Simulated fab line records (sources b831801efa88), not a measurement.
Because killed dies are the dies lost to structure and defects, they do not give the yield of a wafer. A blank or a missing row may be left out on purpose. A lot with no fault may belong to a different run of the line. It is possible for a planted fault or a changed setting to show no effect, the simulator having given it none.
Matching of chambers | flow sky130 | 3 sister chambers for SKY_CONTACT_CVD_00 on pecvd-03
The step deposits Si3N4, target thk 75 nm. 14 wafers are shown with their chamber, then 7 later ones without.

EACH WAFER AND ITS CHAMBER
wafer  | chamber | heaterPowerOuterW (W) | heaterPowerW (W) | rfFwdPowerW (W)
L387.1 | 2       | 312                   | 627              | 443.1
L387.5 | 0       | 379                   | 694              | 445.6
L387.6 | 2       | 317                   | 612              | 443.6
L395.1 | 2       | 288                   | 571              | 444.1
L395.2 | 0       | 397                   | 738              | 446.2
L395.3 | 1       | 388                   | 683              | 442.4
L396.4 | 0       | 396                   | 704              | 447.3
L396.5 | 2       | 279                   | 565              | 442.2
L396.6 | 1       | 439                   | 760              | 444.7
L400.1 | 2       | 247                   | 531              | 442.8
L400.2 | 1       | 433                   | 758              | 443.7
L400.3 | 0       | 367                   | 662              | 445.9
L401.1 | 0       | 359                   | 686              | 446.7
L401.5 | 0       | 378                   | 678              | 446.4

SIGNATURES (averages over the wafers above)
reading           | chamber 0 | chamber 1 | chamber 2 | scatter within a chamber
heaterPowerOuterW | 379.33    | 420.00    | 288.60    | 23.1
heaterPowerW      | 693.67    | 733.67    | 581.20    | 34.6
rfFwdPowerW       | 446.350   | 443.600   | 443.160   | 0.775
Rule: for a wafer and a chamber, the distance is found by dividing, reading by reading, the gap between the wafer's reading and the chamber's mean by the reading's scatter, squaring, summing and taking the root. If the next closest chamber is less than 2 further off than the closest, the wafer can't be placed; otherwise it belongs to the closest. The scatter is the square root of a quotient: the sum, over the shown wafers, of each reading's squared deviation from its chamber's mean, divided by wafers minus chambers.

WAFERS WITH NO CHAMBER GIVEN
wafer  | heaterPowerOuterW (W) | heaterPowerW (W) | rfFwdPowerW (W)
L401.6 | 301                   | 593              | 445.8
L402.2 | 309                   | 607              | 442.8
L402.3 | 332                   | 616              | 446.2
L402.4 | 339                   | 627              | 448.2
L404.1 | 329                   | 642              | 445.1
L404.3 | 310                   | 594              | 447.6
L404.6 | 313                   | 597              | 445.5

WHICH CHAMBER EACH WENT THROUGH
wafer  | from the rows above     | in truth
L401.6 | can't be placed: 2 or 0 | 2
L402.2 | 2                       | 2
L402.3 | can't be placed: 0 or 2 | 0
L402.4 | 0                       | 0
L404.1 | can't be placed: 0 or 2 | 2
L404.3 | can't be placed: 0 or 2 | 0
L404.6 | can't be placed: 2 or 0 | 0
Correct placement for 2 of the 7. These rows do not allow placing 5 (true chamber among the candidates in 5). 0 placed wrongly.
